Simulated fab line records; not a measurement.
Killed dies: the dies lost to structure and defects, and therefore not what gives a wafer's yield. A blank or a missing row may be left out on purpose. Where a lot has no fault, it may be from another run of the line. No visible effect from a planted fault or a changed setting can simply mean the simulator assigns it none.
fab line records	flow sfq-line
record: lots: 5	wafers: 23
route steps=325 shown M1@66 I1@73 M2@92 I2@103 M3@119
start-h: start of the lot's first displayed wafer, in hours after the record's first day	wait-h: how many hours have passed since the lot's step before this one	" identical to the entry in the row above	L1.1+2: a row that stands for several wafers	- no value present, or no start provided	* or withheld: withheld	< > ~ a bound
route shown NAME@n: NAME is a module with steps in the file, n the number in the route of the first one	usual: mean and standard deviation over wafers with no fault	same: alike in all rows	chamber/n: place in a boat	sites: each site's reading	_std_site: standard deviation of those values	_edge_site: mean of outer sites minus mean of inner sites	radius-mm: how far each site lies from the wafer's centre	mask NAME#n: copy n	behind: the most recent tool/chamber to have shaped the wafer	hold: why the lot was held/for how many hours/how that ended	device: the n, p or np transistor that did not switch	end of line: the same wafers' tests at the end of the route	a step with no rows: only its recipe	killed: not the wafer's yield, but the dies lost to structure and defects at the first sort	map: a wafer's dies, x killed, . not, _ none there
set.NAME: the setting that was run; set.NAME@STEP: the one run at that earlier step	model.NAME: the simulator's own value behind a step, which no gauge read
lots run with intentionally changed settings; tables by step, rows by wafer
== steps ==
step: SFQ_TRILAYER_M1_LITHO_PEB_042
recipe: peb-temp-c: 115	peb-time-s: 60	resist: KrF
lot.wafer	tool	chamber	start-h	wait-h	set.peb-temp-c
L075.1+3+5	litho-track-02	0	420.36	1.0	115
L075.2+6	"	0	"	"	116.7
L077.1+3	litho-track-02	0	433.56	1.0	115
L077.4+5+6	"	0	"	"	118.2
L078.1+5+6	litho-track-04	0	434.76	1.0	115
L079.2+3	litho-track-02	0	480.29	0.8	113.3
L079.4+5+6	"	0	"	"	115
L080.1+2+4	litho-track-04	0	491.06	1.0	113.5
L080.3+5	"	0	"	"	115
step: SFQ_TRILAYER_M1_LITHO_DEVELOP_041
recipe: time-s: 60	resist: KrF
step: SFQ_TRILAYER_M1_BARC_OPEN_METAL_ETCH_054
recipe: mask-material: PR	chemistry: O2	target-depth-nm: 125	target: BARC	icp-w: 600	bias-w: 80	pressure-mtorr: 10	time-s: 41.7
lot.wafer	tool	chamber	start-h	wait-h	set.peb-temp-c@TRILAYER_M1_LITHO_PEB_042	model.M1.cd-nm
L075.1	rie-metal-01	0	420.69	0.0	115	499.8
L075.2	"	1	"	"	116.7	472.2
L075.3	"	0	"	"	115	500.5
L075.5	"	1	"	"	115	500.3
L075.6	"	0	"	"	116.7	472
L077.1	rie-metal-01	0	433.89	0.0	115	498.7
L077.3	"	1	"	"	115	500
L077.4	"	0	"	"	118.2	447.7
L077.5	"	0	"	"	118.2	447.4
L077.6	"	1	"	"	118.2	447.6
L078.1	rie-metal-02	1	435.09	0.0	115	498.5
L078.5	"	0	"	"	115	500.2
L078.6	"	1	"	"	115	498.9
L079.2	rie-metal-01	0	480.60	0.0	113.3	532.4
L079.3	"	0	"	"	113.3	531.4
L079.4	"	1	"	"	115	499.2
L079.5	"	0	"	"	115	499.1
L079.6	"	1	"	"	115	499.9
L080.1	rie-metal-02	1	491.40	0.0	113.5	529.2
L080.2	"	0	"	"	113.5	530.3
L080.3	"	0	"	"	115	501.6
L080.4	"	1	"	"	113.5	529.3
L080.5	"	0	"	"	115	501.4
step: SFQ_TRILAYER_M1_ETCH_METAL_ETCH_042
recipe: target: Nb	stop-on: SiO2	mask-material: PR	chemistry: Cl2/Ar	target-depth-nm: 240	icp-w: 600	bias-w: 80	pressure-mtorr: 10	time-s: 120
usual: oes-product-au: 0.896/0.0051
lot.wafer	tool	chamber	start-h	wait-h	set.time-s@TRILAYER_M1_DEP_SPUTTER_037	oes-product-au
L075.1	rie-metal-01	0	420.75	0.0	133.3	0.900
L075.2	"	1	"	"	133.3	0.900
L075.3	"	0	"	"	143.1	0.931
L075.5	"	1	"	"	133.3	0.894
L075.6	"	0	"	"	143.1	0.936
L077.1	rie-metal-01	0	433.95	0.0	151.5	0.969
L077.3	"	1	"	"	151.5	0.972
L077.4	"	0	"	"	151.5	0.965
L077.5	"	0	"	"	133.3	0.898
L077.6	"	1	"	"	133.3	0.903
L078.1	rie-metal-02	1	435.15	0.0	133.3	0.897
L078.5	"	0	"	"	133.3	0.887
L078.6	"	1	"	"	133.3	0.905
L079.2	rie-metal-01	0	480.66	0.0	127.6	0.867
L079.3	"	0	"	"	133.3	0.900
L079.4	"	1	"	"	127.6	0.887
L079.5	"	0	"	"	133.3	0.894
L079.6	"	1	"	"	133.3	0.902
L080.1	rie-metal-02	1	491.46	0.0	133.3	0.896
L080.2	"	0	"	"	133.3	0.893
L080.3	"	0	"	"	133.3	0.897
L080.4	"	1	"	"	133.3	0.901
L080.5	"	0	"	"	133.3	0.900
step: SFQ_TRILAYER_I1_DEP_PECVD_045
recipe: material: SiO2	temp-c: 150	time-s: 111.11	pressure-torr: 2.4	rf-w: 183.3	precursor: SiH4/N2O	target-thk-nm: 500
lot.wafer	tool	chamber	start-h	wait-h	set.time-s	model.SiO2_of_TRILAYER_I1_DEP_PECVD_045.thk-nm
L075.1	pecvd-03	1	421.67	0.0	111.11	493.7
L075.2	"	2	"	"	106.8	475.8
L075.3	"	0	"	"	106.8	478.1
L075.5	"	2	"	"	111.11	502.1
L075.6	"	1	"	"	106.8	485.1
L077.1	pecvd-03	2	434.87	0.0	111.11	500.5
L077.3	"	1	"	"	105.4	474.7
L077.4	"	0	"	"	105.4	486.5
L077.5	"	1	"	"	111.11	508
L077.6	"	2	"	"	111.11	506.2
L078.1	pecvd-01	1	436.07	0.0	111.11	498.5
L078.5	"	2	"	"	111.11	497.2
L078.6	"	1	"	"	111.11	509.1
L079.2	pecvd-04	0	481.56	0.0	104.2	463.9
L079.3	"	2	"	"	111.11	500.4
L079.4	"	2	"	"	111.11	504.9
L079.5	"	0	"	"	111.11	498
L079.6	"	1	"	"	104.2	470.1
L080.1	pecvd-04	0	492.36	0.0	104.1	466.2
L080.2	"	1	"	"	104.1	467.8
L080.3	"	2	"	"	104.1	471.8
L080.4	"	1	"	"	111.11	503.2
L080.5	"	2	"	"	111.11	510.6
step: SFQ_TRILAYER_I1_CMP_CMP_046
recipe: material: SiO2	down-force-psi: 3	platen-rpm: 60.49	pad-velocity-m-s: 0.94248
usual: time-to-endpoint-s: 214/6.2
lot.wafer	tool	chamber	start-h	wait-h	set.time-s@TRILAYER_I1_DEP_PECVD_045	time-to-endpoint-s
L075.1	cmp-02	3	421.75	0.0	111.11	207
L075.2	"	1	422.75	1.0	106.8	192
L075.3	"	2	"	"	106.8	191
L075.5	"	3	"	"	111.11	212
L075.6	"	0	"	"	106.8	193
L077.3	cmp-01	2	434.95	0.0	105.4	196
L077.4	"	0	435.95	1.0	105.4	203
L077.1	"	1	"	"	111.11	214
L077.5	"	2	"	"	111.11	217
L077.6	"	3	"	"	111.11	218
L078.1	cmp-02	2	437.15	1.0	111.11	209
L078.6	"	0	438.15	2.0	111.11	215
L078.5	"	1	"	"	111.11	201
L079.4	cmp-01	1	482.14	0.5	111.11	217
L079.2	"	2	"	"	104.2	188
L079.3	"	3	"	"	111.11	209
L079.6	"	0	"	"	104.2	189
L079.5	"	1	"	"	111.11	213
L080.3	cmp-02	1	494.15	1.8	104.1	188
L080.2	"	2	"	"	104.1	191
L080.4	"	3	"	"	111.11	208
L080.1	"	0	"	"	104.1	186
L080.5	"	1	"	"	111.11	219
step: SFQ_TRILAYER_I1_VIA_LITHO_COAT_054
recipe: resist: BARC	spin-rpm: 3000	resist-thk-nm: 62
lot.wafer	tool	chamber	start-h	wait-h	set.spin-rpm	model.BARC_of_TRILAYER_I1_VIA_LITHO_COAT_054.thk-nm
L075.1	litho-track-01	0	426.07	1.0	3000	62.27
L075.2	"	0	"	"	2836	64.07
L075.3	"	0	"	"	2836	64.16
L075.5	"	0	"	"	3000	62.26
L075.6	"	0	"	"	3000	62.35
L077.1	litho-track-03	0	439.27	1.0	3000	62.2
L077.3	"	0	"	"	3000	62.12
L077.4	"	0	"	"	3000	62.18
L077.5	"	0	"	"	3000	62.19
L077.6	"	0	"	"	3000	62.07
L078.1	litho-track-01	0	440.47	1.0	3000	62.03
L078.5	"	0	"	"	3000	61.95
L078.6	"	0	"	"	3000	62.19
L079.2	litho-track-03	0	486.01	0.8	3000	62.17
L079.3	"	0	"	"	3000	62.06
L079.4	"	0	"	"	3000	62.04
L079.5	"	0	"	"	3000	62.09
L079.6	"	0	"	"	3000	62.1
L080.1	litho-track-01	0	498.47	1.0	2834	63.77
L080.2	"	0	"	"	3000	62.2
L080.3	"	0	"	"	2834	63.78
L080.4	"	0	"	"	2834	64.01
L080.5	"	0	"	"	3000	62.28
step: SFQ_TRILAYER_I1_VIA_BARC_OPEN_VIA_ETCH_071
recipe: mask-material: PR	chemistry: O2	target-depth-nm: 125	target: BARC	source-w: 500	bias-w: 80	pressure-mtorr: 30	time-s: 41.7
lot.wafer	tool	chamber	start-h	wait-h	set.time-s	model.KrF_of_TRILAYER_I1_VIA_LITHO_COAT_049.thk-nm
L075.1	rie-diel-01	1	587.45	0.0	41.7	576.6
L075.2	"	0	"	"	44.05	572.7
L075.3	"	3	"	"	41.7	573.9
L075.5	"	3	"	"	44.05	571.4
L075.6	"	0	"	"	44.05	571.3
L077.1	rie-diel-01	1	600.65	0.0	36.5	579.7
L077.3	"	2	"	"	41.7	571
L077.4	"	0	"	"	41.7	574.1
L077.5	"	0	"	"	36.5	577.5
L077.6	"	1	"	"	41.7	572.9
L078.1	rie-diel-02	0	601.85	0.0	41.7	575.3
L078.5	"	2	"	"	41.7	575.5
L078.6	"	1	"	"	41.7	575.2
L079.2	rie-diel-01	3	651.05	0.0	41.7	574.6
L079.3	"	2	"	"	41.7	574.3
L079.4	"	1	"	"	41.7	575.3
L079.5	"	0	"	"	41.7	573.1
L079.6	"	1	"	"	41.7	573.8
L080.1	rie-diel-01	0	663.05	0.0	47.73	568.5
L080.2	"	3	"	"	41.7	576.5
L080.3+4	"	2,1	"	"	41.7	576.9
L080.5	"	2	"	"	47.73	569.3
step: SFQ_TRILAYER_I1_VIA_ETCH_VIA_ETCH_052
recipe: target: SiO2	stop-on: Nb	mask-material: PR	taper-deg: 20	chemistry: CHF3	target-depth-nm: 260	source-w: 500	bias-w: 80	pressure-mtorr: 30	time-s: withheld
lot.wafer	tool	chamber	start-h	wait-h	set.time-s@TRILAYER_I1_VIA_BARC_OPEN_VIA_ETCH_071	model.KrF_of_TRILAYER_I1_VIA_LITHO_COAT_049.thk-nm
L075.1	rie-diel-01	1	587.49	0.0	*	532
L075.2	"	0	"	"	*	527.8
L075.3	"	3	"	"	*	529.3
L075.5	"	3	"	"	*	526.8
L075.6	"	0	"	"	*	526.4
L077.1	rie-diel-01	1	600.69	0.0	*	534.5
L077.3	"	2	"	"	*	525.9
L077.4	"	0	"	"	*	528.8
L077.5	"	0	"	"	*	532.7
L077.6	"	1	"	"	*	527.9
L078.1	rie-diel-02	0	601.89	0.0	*	530.7
L078.5	"	2	"	"	*	531
L078.6	"	1	"	"	*	530.6
L079.2	rie-diel-01	3	651.09	0.0	*	529.5
L079.3	"	2	"	"	*	529
L079.4	"	1	"	"	*	530
L079.5	"	0	"	"	*	527.9
L079.6	"	1	"	"	*	528.9
L080.1	rie-diel-01	0	663.09	0.0	*	523.3
L080.2	"	3	"	"	*	531.9
L080.3	"	2	"	"	*	532
L080.4	"	1	"	"	*	531.8
L080.5	"	2	"	"	*	524.1
step: SFQ_TRILAYER_M2_LITHO_COAT_062
recipe: resist: BARC	spin-rpm: 3000	resist-thk-nm: 62
lot.wafer	tool	chamber	start-h	wait-h	set.resist-thk-nm	model.BARC_of_TRILAYER_M2_LITHO_COAT_062.thk-nm
L075.1	litho-track-03	0	588.68	0.1	64.86	65.22
L075.2	"	0	"	"	64.86	65.2
L075.3	"	0	"	"	62	62.02
L075.5	"	0	"	"	62	62.3
L075.6	"	0	"	"	62	62.15
L077.1	litho-track-02	0	601.88	0.1	58.92	58.89
L077.3	"	0	"	"	58.92	59.07
L077.4	"	0	"	"	62	61.92
L077.5	"	0	"	"	58.92	58.84
L077.6	"	0	"	"	62	61.83
L078.1+5	litho-track-01	0	603.09	0.1	62	62.42
L078.6	"	0	"	"	62	62.28
L079.2	litho-track-02	0	652.33	0.1	62	61.99
L079.3	"	0	"	"	62	61.91
L079.4+6	"	0	"	"	62	61.97
L079.5	"	0	"	"	62	61.82
L080.1	litho-track-02	0	664.29	0.1	62	61.62
L080.2	"	0	"	"	62	61.7
L080.3	"	0	"	"	64.3	64.02
L080.4	"	0	"	"	64.3	63.89
L080.5	"	0	"	"	64.3	63.65
step: SFQ_TRILAYER_M2_LITHO_COAT_057
recipe: resist: KrF	spin-rpm: 3000	resist-thk-nm: 600
lot.wafer	tool	chamber	start-h	wait-h	set.spin-rpm	model.KrF_of_TRILAYER_M2_LITHO_COAT_057.thk-nm
L075.1	litho-track-03	0	588.98	0.2	3000	601.8
L075.2	"	0	"	"	3137	588.3
L075.3	"	0	"	"	3000	601.3
L075.5	"	0	"	"	3000	600.9
L075.6	"	0	"	"	3137	589.7
L077.1	litho-track-02	0	602.18	0.2	3000	596.1
L077.3	"	0	"	"	2937	604.9
L077.4+5	"	0	"	"	2937	604.5
L077.6	"	0	"	"	3000	597.3
L078.1	litho-track-01	0	603.39	0.2	3000	601.8
L078.5	"	0	"	"	3000	600.6
L078.6	"	0	"	"	3000	601.9
L079.2	litho-track-02	0	652.63	0.2	2842	613.5
L079.3	"	0	"	"	2842	613.9
L079.4	"	0	"	"	2842	614.9
L079.5	"	0	"	"	3000	599.6
L079.6	"	0	"	"	3000	596.5
L080.1	litho-track-02	0	664.59	0.2	3215	577.2
L080.2	"	0	"	"	3215	578
L080.3	"	0	"	"	3000	599.6
L080.4	"	0	"	"	3215	576.7
L080.5	"	0	"	"	3000	598.2
step: SFQ_TRILAYER_M2_LITHO_SOFTBAKE_061
recipe: temp-c: withheld	time-s: withheld	resist: KrF
step: SFQ_TRILAYER_M2_LITHO_EXPOSE_058
recipe: mask-id: M2	na: 0.6	source-shape: conventional	sigma-outer: 0.65	target-cd-nm: 500	dose-mj: 14.4
step: SFQ_TRILAYER_M2_BARC_OPEN_METAL_ETCH_077
recipe: mask-material: PR	chemistry: O2	target-depth-nm: 125	target: BARC	icp-w: 600	bias-w: 80	pressure-mtorr: 10	time-s: 41.7
step: SFQ_TRILAYER_M2_ETCH_METAL_ETCH_060
recipe: target: Nb	stop-on: SiO2	mask-material: PR	chemistry: Cl2/Ar	target-depth-nm: 240	icp-w: 600	bias-w: 82.71	pressure-mtorr: 10	time-s: 120
lot.wafer	tool	chamber	start-h	wait-h	set.spin-rpm@TRILAYER_M2_LITHO_COAT_057	model.KrF_of_TRILAYER_M2_LITHO_COAT_057.thk-nm
L075.1	rie-metal-04	1	757.27	0.0	3000	381.2
L075.2	"	0	"	"	3137	366.7
L075.3	"	1	"	"	3000	378.9
L075.5	"	0	"	"	3000	378.1
L075.6	"	1	"	"	3137	367.3
L077.1	rie-metal-01	0	768.07	0.0	3000	378.9
L077.3	"	0	"	"	2937	386.7
L077.4	"	1	"	"	2937	384.7
L077.5	"	1	"	"	2937	385.5
L077.6	"	0	"	"	3000	379.5
L078.1	rie-metal-04	1	769.27	0.0	3000	381.3
L078.5	"	0	"	"	3000	378.3
L078.6	"	1	"	"	3000	382
L079.2	rie-metal-04	1	813.39	0.0	2842	391.4
L079.3	"	0	"	"	2842	391.2
L079.4	"	1	"	"	2842	394.5
L079.5	"	1	"	"	3000	378.2
L079.6	"	0	"	"	3000	375
L080.1	rie-metal-04	1	820.59	0.0	3215	357.1
L080.2	"	0	"	"	3215	356.5
L080.3	"	0	"	"	3000	377.8
L080.4	"	1	"	"	3215	355.3
L080.5	"	1	"	"	3000	376.7
step: SFQ_TRILAYER_I2_DEP_PECVD_063
recipe: material: SiO2	temp-c: 150	time-s: 111.11	pressure-torr: 2.4	rf-w: 183.3	precursor: SiH4/N2O	target-thk-nm: 500
lot.wafer	tool	chamber	start-h	wait-h	set.time-s	model.SiO2_of_TRILAYER_I2_DEP_PECVD_063.thk-nm
L075.1	pecvd-04	2	758.17	0.0	111.11	502.2
L075.2	"	0	"	"	111.11	499.4
L075.3	"	2	"	"	111.11	506.7
L075.5	"	2	"	"	111.11	503.9
L075.6	"	0	"	"	111.11	502.6
L077.1	pecvd-04	1	768.97	0.0	111.11	497.6
L077.3	"	0	"	"	111.11	500.1
L077.4	"	0	"	"	111.11	502.7
L077.5	"	2	"	"	111.11	510
L077.6	"	1	"	"	111.11	509.1
L078.1	pecvd-02	2	770.19	0.0	111.11	494.8
L078.5	"	1	"	"	111.11	507.3
L078.6	"	0	"	"	111.11	501.7
L079.2	pecvd-04	2	814.31	0.0	111.11	496.3
L079.3	"	0	"	"	115.7	512.8
L079.4	"	1	"	"	111.11	500.5
L079.5	"	0	"	"	115.7	524.2
L079.6	"	2	"	"	111.11	506.3
L080.1	pecvd-03	1	821.49	0.0	111.11	496.9
L080.2	"	0	"	"	111.11	500.5
L080.3	"	2	"	"	111.11	493
L080.4	"	1	"	"	118.8	533.7
L080.5	"	0	"	"	118.8	541.7
step: SFQ_TRILAYER_I2_CMP_CMP_064
recipe: material: SiO2	down-force-psi: 3	platen-rpm: 60	pad-velocity-m-s: 0.94248
usual: time-to-endpoint-s: 214/6.8
lot.wafer	tool	chamber	start-h	wait-h	set.time-s@TRILAYER_I2_DEP_PECVD_063	time-to-endpoint-s
L075.3	cmp-01	0	762.39	4.1	111.11	217
L075.2	"	1	"	"	111.11	213
L075.1	"	2	"	"	111.11	215
L075.5	"	3	"	"	111.11	220
L075.6	"	0	"	"	111.11	212
L077.4	cmp-02	1	774.19	5.1	111.11	218
L077.1	"	2	"	"	111.11	213
L077.3	"	3	"	"	111.11	221
L077.6	"	0	"	"	111.11	215
L077.5	"	1	"	"	111.11	221
L078.1	cmp-01	3	774.39	4.2	111.11	207
L078.6	"	2	775.89	5.6	111.11	212
L078.5	"	3	"	"	111.11	221
L079.2	cmp-01	2	815.89	1.5	111.11	204
L079.3	"	0	816.89	2.5	115.7	219
L079.4	"	1	"	"	111.11	207
L079.5	"	2	"	"	115.7	226
L079.6	"	3	"	"	111.11	212
L080.4	cmp-02	3	824.69	3.1	118.8	240
L080.2	"	0	"	"	111.11	216
L080.1	"	1	"	"	111.11	204
L080.3	"	2	"	"	111.11	210
L080.5	"	3	"	"	118.8	248
step: SFQ_TRILAYER_I2_VIA_LITHO_EXPOSE_068
recipe: mask-id: I2	na: 0.6	source-shape: conventional	sigma-outer: 0.65	target-cd-nm: 500	dose-mj: 21.3
lot.wafer	tool	chamber	start-h	wait-h	mask	set.dose-mj
L075.1+6	krf-scanner-01	0	766.96	-	I2#0	21.3
L075.2+3+5	"	0	"	"	I2#0	20.81
L077.1+4+5	krf-scanner-01	0	780.91	-	I2#0	21.3
L077.3+6	"	0	"	"	I2#0	20.33
L078.1+5+6	krf-scanner-01	0	782.11	-	I2#0	21.3
L079.2+5+6	krf-scanner-02	0	821.43	-	I2#0	22.52
L079.3+4	"	0	"	"	I2#0	21.3
L080.1+4	krf-scanner-02	0	829.76	-	I2#0	21.3
L080.2+3+5	"	0	"	"	I2#0	22.42
step: SFQ_TRILAYER_I2_VIA_BARC_OPEN_VIA_ETCH_096
recipe: mask-material: PR	chemistry: O2	target-depth-nm: 125	target: BARC	source-w: 500	bias-w: 80	pressure-mtorr: 30	time-s: 41.7
lot.wafer	tool	chamber	start-h	wait-h	set.bias-w	set.dose-mj@TRILAYER_I2_VIA_LITHO_EXPOSE_068	model.I2.cd-nm
L075.1	rie-diel-03	2	768.50	0.0	75.08	21.3	522
L075.2	"	1	"	"	80	20.81	518.9
L075.3	"	3	"	"	75.08	20.81	516.6
L075.5	"	1	"	"	80	20.81	516.9
L075.6	"	2	"	"	75.08	21.3	521.7
L077.1	rie-diel-03	1	782.45	0.0	80	21.3	521.4
L077.3	"	3	"	"	80	20.33	513.3
L077.4	"	2	"	"	87.56	21.3	520.7
L077.5	"	1	"	"	87.56	21.3	518.6
L077.6	"	0	"	"	87.56	20.33	511.3
L078.1	rie-diel-04	3	783.65	0.0	80	21.3	519.5
L078.5	"	2	"	"	80	21.3	520.6
L078.6	"	3	"	"	80	21.3	519.7
L079.2	rie-diel-02	1	822.77	0.0	84.47	22.52	529.5
L079.3	"	2	"	"	80	21.3	518.4
L079.4	"	0	"	"	84.47	21.3	519.9
L079.5	"	3	"	"	84.47	22.52	528.4
L079.6	"	0	"	"	80	22.52	529.3
L080.1	rie-diel-03	1	831.30	0.0	80	21.3	522.9
L080.2	"	0	"	"	80	22.42	531.2
L080.3	"	2	"	"	80	22.42	530.1
L080.4	"	3	"	"	80	21.3	522.4
L080.5	"	0	"	"	80	22.42	531.7
step: SFQ_TRILAYER_M3_DEP_SPUTTER_073
recipe: material: Nb	base-pressure-pa: 1.33e-06	chamber-pressure-pa: 0.1333	substrate-temp-c: 20	resputter-cathode-voltage-v: 400	target-thk-nm: 200	power-w: 2000	time-s: 133.3
lot.wafer	tool	chamber	start-h	wait-h	set.time-s	model.Nb_of_TRILAYER_M3_DEP_SPUTTER_073.thk-nm
L075.1	pvd-sputter-05	-	769.46	0.0	115.1	170.3
L075.2	"	-	"	"	115.1	172.1
L075.3	"	-	"	"	115.1	173.6
L075.5	"	-	"	"	133.3	197.6
L075.6	"	-	"	"	133.3	197.3
L077.1	pvd-sputter-04	-	783.58	0.0	133.3	202.5
L077.3	"	-	"	"	125.9	189.3
L077.4	"	-	"	"	133.3	200.6
L077.5	"	-	"	"	125.9	188.4
L077.6	"	-	"	"	125.9	190.1
L078.1+6	pvd-sputter-03	-	784.61	0.0	133.3	199.3
L078.5	"	-	"	"	133.3	201.1
L079.2	pvd-sputter-03	-	823.72	0.0	133.3	200
L079.3	"	-	"	"	133.3	200.2
L079.4	"	-	"	"	133.3	201.7
L079.5	"	-	"	"	133.3	202.2
L079.6	"	-	"	"	133.3	200.5
L080.1	pvd-sputter-04	-	832.86	0.0	143.8	215.4
L080.2	"	-	"	"	133.3	200.5
L080.3	"	-	"	"	143.8	215
L080.4	"	-	"	"	143.8	214.1
L080.5	"	-	"	"	133.3	198
step: SFQ_M3_RS_MEAS_919
recipe: thk-meas-gauge: four-point-probe	reads: Nb_of_TRILAYER_M3_DEP_SPUTTER_073
usual: M3_NB_RS: 0.891/0.006
lot.wafer	tool	chamber	start-h	wait-h	set.time-s@TRILAYER_M3_DEP_SPUTTER_073	M3_NB_RS[ohm/sq]
L075.1	film-metro-02	-	769.55	0.0	115.1	1.045
L075.2	"	-	"	"	115.1	1.035
L075.3	"	-	"	"	115.1	1.026
L075.5	"	-	"	"	133.3	0.902
L075.6	"	-	"	"	133.3	0.901
L077.1	film-metro-02	-	783.67	0.0	133.3	0.878
L077.3	"	-	"	"	125.9	0.941
L077.4	"	-	"	"	133.3	0.886
L077.5	"	-	"	"	125.9	0.945
L077.6	"	-	"	"	125.9	0.936
L078.1	film-metro-03	-	784.70	0.0	133.3	0.893
L078.5	"	-	"	"	133.3	0.882
L078.6	"	-	"	"	133.3	0.893
L079.2	film-metro-02	-	823.84	0.1	133.3	0.890
L079.3	"	-	"	"	133.3	0.888
L079.4	"	-	"	"	133.3	0.882
L079.5	"	-	"	"	133.3	0.880
L079.6	"	-	"	"	133.3	0.888
L080.1	film-metro-01	-	832.95	0.0	143.8	0.825
L080.2	"	-	"	"	133.3	0.887
L080.3	"	-	"	"	143.8	0.827
L080.4	"	-	"	"	143.8	0.831
L080.5	"	-	"	"	133.3	0.899
== key ==
split: step: SFQ_TRILAYER_M1_LITHO_PEB_042	setting: peb-temp-c	stated: 115	by: wafer
response: step: SFQ_TRILAYER_M1_BARC_OPEN_METAL_ETCH_054	reading: model.M1.cd-nm	change: -19.6	per: 1%	r: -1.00
split: step: SFQ_TRILAYER_I1_DEP_PECVD_045	setting: time-s	stated: 111.11	by: wafer
response: step: SFQ_TRILAYER_I1_DEP_PECVD_045	reading: model.SiO2_of_TRILAYER_I1_DEP_PECVD_045.thk-nm	change: +5.41	per: 1%	r: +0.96
response: step: SFQ_TRILAYER_I1_CMP_CMP_046	reading: time-to-endpoint-s	change: *	per: 1%	r: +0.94
split: step: SFQ_TRILAYER_I1_VIA_LITHO_COAT_054	setting: spin-rpm	stated: 3000	by: wafer
response: step: SFQ_TRILAYER_I1_VIA_LITHO_COAT_054	reading: model.BARC_of_TRILAYER_I1_VIA_LITHO_COAT_054.thk-nm	change: -0.312	per: 1%	r: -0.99
split: step: SFQ_TRILAYER_I1_VIA_BARC_OPEN_VIA_ETCH_071	setting: time-s	stated: 41.7	by: wafer
response: step: SFQ_TRILAYER_I1_VIA_BARC_OPEN_VIA_ETCH_071	reading: model.KrF_of_TRILAYER_I1_VIA_LITHO_COAT_049.thk-nm	change: -0.523	per: 1%	r: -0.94
response: step: SFQ_TRILAYER_I1_VIA_ETCH_VIA_ETCH_052	reading: model.KrF_of_TRILAYER_I1_VIA_LITHO_COAT_049.thk-nm	change: -0.541	per: 1%	r: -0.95
split: step: SFQ_TRILAYER_M2_LITHO_COAT_062	setting: resist-thk-nm	stated: 62	by: wafer
response: step: SFQ_TRILAYER_M2_LITHO_COAT_062	reading: model.BARC_of_TRILAYER_M2_LITHO_COAT_062.thk-nm	change: +0.617	per: 1%	r: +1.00
split: step: SFQ_TRILAYER_M2_LITHO_COAT_057	setting: spin-rpm	stated: 3000	by: wafer
response: step: SFQ_TRILAYER_M2_LITHO_COAT_057	reading: model.KrF_of_TRILAYER_M2_LITHO_COAT_057.thk-nm	change: -2.99	per: 1%	r: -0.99
response: step: SFQ_TRILAYER_M2_ETCH_METAL_ETCH_060	reading: model.KrF_of_TRILAYER_M2_LITHO_COAT_057.thk-nm	change: -2.9	per: 1%	r: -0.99
split: step: SFQ_TRILAYER_I2_DEP_PECVD_063	setting: time-s	stated: 111.11	by: wafer
response: step: SFQ_TRILAYER_I2_DEP_PECVD_063	reading: model.SiO2_of_TRILAYER_I2_DEP_PECVD_063.thk-nm	change: +5.47	per: 1%	r: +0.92
response: step: SFQ_TRILAYER_I2_CMP_CMP_064	reading: time-to-endpoint-s	change: *	per: 1%	r: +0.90
split: step: SFQ_TRILAYER_I2_VIA_LITHO_EXPOSE_068	setting: dose-mj	stated: 21.3	by: wafer
response: step: SFQ_TRILAYER_I2_VIA_BARC_OPEN_VIA_ETCH_096	reading: model.I2.cd-nm	change: +1.7	per: 1%	r: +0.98
split: step: SFQ_TRILAYER_I2_VIA_BARC_OPEN_VIA_ETCH_096	setting: bias-w	stated: 80	by: wafer
response none clear
split: step: SFQ_TRILAYER_M3_DEP_SPUTTER_073	setting: time-s	stated: 133.3	by: wafer
response: step: SFQ_TRILAYER_M3_DEP_SPUTTER_073	reading: model.Nb_of_TRILAYER_M3_DEP_SPUTTER_073.thk-nm	change: +1.93	per: 1%	r: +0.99
response: step: SFQ_M3_RS_MEAS_919	reading: M3_NB_RS	change: -0.00953	per: 1%	r: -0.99
split outside-this-file step=SFQ_TRILAYER_M1_DEP_SPUTTER_037 setting=time-s
split outside-this-file: this setting was split too, and the file shows its column; the key of that split is in another file
